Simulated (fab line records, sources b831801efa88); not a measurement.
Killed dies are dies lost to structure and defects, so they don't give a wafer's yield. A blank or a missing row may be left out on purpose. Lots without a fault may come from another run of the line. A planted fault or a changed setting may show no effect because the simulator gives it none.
Problem report in the 8D (eight disciplines) form, filled by code | flow gf180mcu | the parts of the form that need people (team, actions taken, sign-off) are left out

1. THE PROBLEM
SALICIDE_TIN_RS at GF_SALICIDE_RS_MEAS_04 reads a mean of 18.54 ohm/sq on 1 wafer of 1 lot; wafers without a fault read 16.30 ohm/sq with a standard deviation of 0.27. That is +8.3 standard deviations from the usual mean.
The step: measures by four-point-probe.
First seen on wafer L283.2, day 20 09:14, on film_metro-02. The record holds 39 wafers of 13 lots with a number at this step. Rule for "out", or "out of limits": more than 4 standard deviations from the usual mean. The other wafers with a number count as sound.

2. WHAT IT IS AND WHAT IT IS NOT
question                    | is                | is not
which readings at this step | SALICIDE_TIN_RS   | -
which lots                  | L283              | L269, L270, L271, L272, L276, L277, L278, L285, L289, L290, L291, L292
which wafers of those lots  | L283.2            | L283.3, L283.6
read on which gauges        | film_metro-02     | film_metro-03, film_metro-04
when                        | from day 20 09:14 | up to then (23 sound wafers); but 15 sound wafers of L285, L289, L290, L291, L292 came after

3. SUSPECTS, AND WHAT RULES EACH OUT
Counting: a tool at a process step up to the reading stays a suspect if it ran every lot that is out. Sound lots after the first of them don't rule it out here, since some wafers of a struck lot are sound.
- the gauge at GF_SALICIDE_RS_MEAS_04: kept. All the wafers that are out were read on film_metro-02, and no step on other tools shows them out.
- rie_diel-03 at GF_SAB_ETCH_11 (etches SiO2 in C4F8/O2/Ar, target depth 55 nm, time 8.5 s): kept. It ran the lot that is out, L283 (day 20 08:40); its last sound lot up to then is L276 (day 17 14:46).
- pvd_sputter-04 at GF_SALICIDE_SPUTTER_02 (material Co, target thk 10 nm, time 20 s): kept. It ran the lot that is out, L283 (day 20 09:10); its last sound lot up to then is L278 (day 18 07:06).
Left after counting: rie_diel-03 at GF_SAB_ETCH_11, pvd_sputter-04 at GF_SALICIDE_SPUTTER_02, film_metro-02 at GF_SALICIDE_RS_MEAS_04.

4. THE CAUSE (what the simulator had put in)
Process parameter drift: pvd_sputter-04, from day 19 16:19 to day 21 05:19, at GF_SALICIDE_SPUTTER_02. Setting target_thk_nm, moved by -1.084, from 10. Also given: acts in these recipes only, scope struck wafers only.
Counting left 3 suspects, and this tool is among them.

5. THE CHAIN OF EFFECTS, in route order
Each row: a reading whose mean over the struck wafers that have a number lies more than 3 standard deviations from the usual. Only readings for which the record gives a usual standard deviation are gone through. hours: the time from each lot's start at the first step in this table that gives one to its start at this step, as a median over the lots. sigmas: the change in usual standard deviations.
hours | step                   | reading         | usual        | on struck wafers | change | sigmas
0     | GF_SALICIDE_RS_MEAS_04 | SALICIDE_TIN_RS | 16.30 ohm/sq | 18.54            | +2.24  | +8.3

6. WHAT WOULD HAVE CAUGHT IT SOONER
In this record the first reading out of limits at a measuring or inspecting step was taken at day 20 09:14, 17 hours after the fault began at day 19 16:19.
Of the tool readings at GF_SALICIDE_SPUTTER_02 for which the record gives a usual standard deviation, none was out on any struck wafer, so an alarm limit of 4 standard deviations on them would not have fired.
All the lots that are out (1) had begun GF_SALICIDE_SPUTTER_02 on pvd_sputter-04 by day 20 09:14. A hold on the tool at that time would have spared none of them.
